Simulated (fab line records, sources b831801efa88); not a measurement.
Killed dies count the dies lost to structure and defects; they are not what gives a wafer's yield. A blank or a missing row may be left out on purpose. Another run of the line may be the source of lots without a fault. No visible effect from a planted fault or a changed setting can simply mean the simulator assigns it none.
Chamber matching :: flow sky130 :: cmp-02 running SKY_CONTACT_CMP_04: 4 sister chambers
The step polishes SiO2. 4 wafers are shown with their chamber, then 11 later ones without.

## WAFERS, EACH WITH ITS CHAMBER
wafer: L088.6
chamber: 2
motor current A (A): 13.2

wafer: L092.1
chamber: 0
motor current A (A): 13.4

wafer: L092.3
chamber: 3
motor current A (A): 10.8

wafer: L093.3
chamber: 1
motor current A (A): 11.2

## WAFERS WHOSE CHAMBER IS MISSING
wafer: L093.4
motor current A (A): 10.7

wafer: L093.5
motor current A (A): 13.1

wafer: L094.1
motor current A (A): 13.1

wafer: L094.2
motor current A (A): 13.3

wafer: L094.5
motor current A (A): 14.0

wafer: L095.2
motor current A (A): 13.0

wafer: L095.3
motor current A (A): 10.6

wafer: L095.5
motor current A (A): 13.4

wafer: L096.1
motor current A (A): 11.0

wafer: L096.3
motor current A (A): 12.9

wafer: L096.4
motor current A (A): 12.7

## CHAMBER TAKEN BY EACH
wafer: L093.4
from the rows above: can't be placed: 3 or 1
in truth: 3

wafer: L093.5
from the rows above: can't be placed: 2 or 0
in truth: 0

wafer: L094.1
from the rows above: can't be placed: 2 or 0
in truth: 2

wafer: L094.2
from the rows above: can't be placed: 0 or 2
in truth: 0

wafer: L094.5
from the rows above: can't be placed: 0 or 2
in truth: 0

wafer: L095.2
from the rows above: can't be placed: 2 or 0
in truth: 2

wafer: L095.3
from the rows above: can't be placed: 3 or 1
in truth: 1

wafer: L095.5
from the rows above: can't be placed: 0 or 2
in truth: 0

wafer: L096.1
from the rows above: can't be placed: 1 or 3
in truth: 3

wafer: L096.3
from the rows above: can't be placed: 2 or 0
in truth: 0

wafer: L096.4
from the rows above: can't be placed: 2 or 0
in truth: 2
Correct placement for 0 of the 11. From these rows, 11 cannot be placed; in 11 the true chamber is one of the candidates. 0 placed wrongly.
How it was worked out, from the rows above alone: a wafer's distance from a chamber is the root of the sum, over the readings, of the square of ((its reading less the chamber's mean) divided by the reading's scatter). The wafer belongs to the nearest chamber; if the next one is less than 2 further off, it can't be placed. A chamber's mean is the mean of its shown wafers. The scatter (one wafer shown for each chamber): square how far every hidden wafer sits from the nearest shown wafer, average those squares and take the square root.
